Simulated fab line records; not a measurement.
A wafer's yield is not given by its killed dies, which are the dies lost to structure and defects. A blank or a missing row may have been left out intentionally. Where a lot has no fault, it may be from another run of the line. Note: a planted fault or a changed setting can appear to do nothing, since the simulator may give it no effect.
Split-lot trial -- flow sfq line -- route with 325 steps; 5 lots, 23 wafers read

== ON THE SPLIT ==
At SFQ_TRILAYER_M5_LITHO_COAT_123 (resist thk 600 nm), the setting spin rpm was moved away from the recipe's 3000 rpm on 6 of the 23 wafers read, by -4.6% to +7.2%. For the rest of the wafers, this setting stayed at what the recipe calls for.

== FROM SPLIT TO READING: 1 step shown by the file between the two ==
- SFQ_TRILAYER_M5_BARC_OPEN_METAL_ETCH_161: etches BARC in O2, target depth 125 nm, time 41.7 s (also split here: bias w)

== THE READING ==
KrF_of_TRILAYER_M5_LITHO_COAT_123.thk nm (the simulator's own value, which no gauge read), in nm, at SFQ_TRILAYER_M5_ETCH_METAL_ETCH_126 (etches Nb in Cl2/BCl3, stops on SiO2, time 203.2 s, target depth 265 nm). There is no usual value for it anywhere in the file. Average 370.1 nm, standard deviation 3.5 nm, over the 17 wafers here run with the recipe.

wafer,"tool, chamber at the split","spin rpm as run, rpm",against the recipe,"KrF_of_TRILAYER_M5_LITHO_COAT_123.thk nm, nm",against lot-mates on the recipe
L075.1,"litho track-04, 0",2863,-4.6%,384.9,+10.2
L075.2,"litho track-04, 0",2863,-4.6%,394.1,+19.4
L075.3,"litho track-04, 0",3000,recipe,369.3,-
L075.4,"litho track-04, 0",3000,recipe,377.8,-
L075.6,"litho track-04, 0",3000,recipe,377.1,-
L078.2,"litho track-04, 0",3175,+5.8%,349.8,-18.1
L078.3,"litho track-04, 0",3000,recipe,368.2,-
L078.4,"litho track-04, 0",3000,recipe,368.3,-
L078.5,"litho track-04, 0",3000,recipe,367.3,-
L078.6,"litho track-04, 0",3175,+5.8%,353.8,-14.1
L080.1,"litho track-03, 0",3000,recipe,369.4,-
L080.3,"litho track-03, 0",3000,recipe,368.2,-
L080.4,"litho track-03, 0",3000,recipe,376.4,-
L083.1,"litho track-03, 0",3217,+7.2%,351.8,-17.6
L083.2,"litho track-03, 0",3000,recipe,368.6,-
L083.3,"litho track-03, 0",3000,recipe,369.3,-
L083.4,"litho track-03, 0",3000,recipe,370.4,-
L083.5,"litho track-03, 0",3217,+7.2%,349.1,-20.3
L084.1,"litho track-01, 0",3000,recipe,368.5,-
L084.2,"litho track-01, 0",3000,recipe,368,-
L084.3,"litho track-01, 0",3000,recipe,370.3,-
L084.5,"litho track-01, 0",3000,recipe,370.2,-
L084.6,"litho track-01, 0",3000,recipe,364.8,-

FIT RESULTS
A straight line over all 23 wafers: KrF_of_TRILAYER_M5_LITHO_COAT_123.thk nm changes by -3.21 nm for each +1% of spin rpm; r = -0.93; the points scatter about the line by 3.9 nm.
The same after taking each lot's own level away (the mean of its wafers on the recipe; 23 wafers): -2.81 nm for each +1%; r = -0.95; scatter 2.8 nm.
Per that fit: largest spin rpm move, reading shift of 20 nm.
From 367.93 to 374.73 nm: that is the span of the lots' own levels, equal to 2.0 times the standard deviation above.
So the lot-to-lot level changes the slope: the two fits differ.
Check: for one of the wafers moved furthest among these (+7.2%), held out of the fit, the line's prediction against its lot-mates is -20.8 nm. Against them it came out at -17.6 nm.

== OTHER SPLITS ON THESE WAFERS ==
Before the reading, these wafers also passed through other splits. Each is held against what the fit with the lots' levels taken away leaves over:
other split on the same wafers,wafers away from the commonest value,r with KrF_of_TRILAYER_M5_LITHO_COAT_123.thk nm (lot level and that fit taken away)
SFQ_TRILAYER_JJ_CE_LITHO_COAT_119 spin rpm,4,+0.26
SFQ_TRILAYER_JJ_CE_LITHO_PEB_117 peb time s,7,-0.33
SFQ_TRILAYER_JJ_CE_BARC_OPEN_RIE_150 icp w,9,-0.09
SFQ_TRILAYER_M5_BARC_OPEN_METAL_ETCH_161 bias w,8,-0.20

== THE WHOLE CHAIN: every reading that the file lists as answering this split, in the file's order ==
step,what it does,reading,change (the file's fit),r (the file's)
SFQ_TRILAYER_M5_LITHO_COAT_123,resist thk 600 nm,"KrF_of_TRILAYER_M5_LITHO_COAT_123.thk nm (the simulator's own value, which no gauge read)",-2.94 nm for each +1% of the setting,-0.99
SFQ_TRILAYER_M5_ETCH_METAL_ETCH_126,"etches Nb in Cl2/BCl3, stops on SiO2, time 203.2 s, target depth 265 nm","KrF_of_TRILAYER_M5_LITHO_COAT_123.thk nm (the simulator's own value, which no gauge read)",-2.79 nm for each +1% of the setting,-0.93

== FILE'S OWN FIT ==
KrF_of_TRILAYER_M5_LITHO_COAT_123.thk nm changes by -2.79 nm for each +1% of spin rpm, r = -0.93.
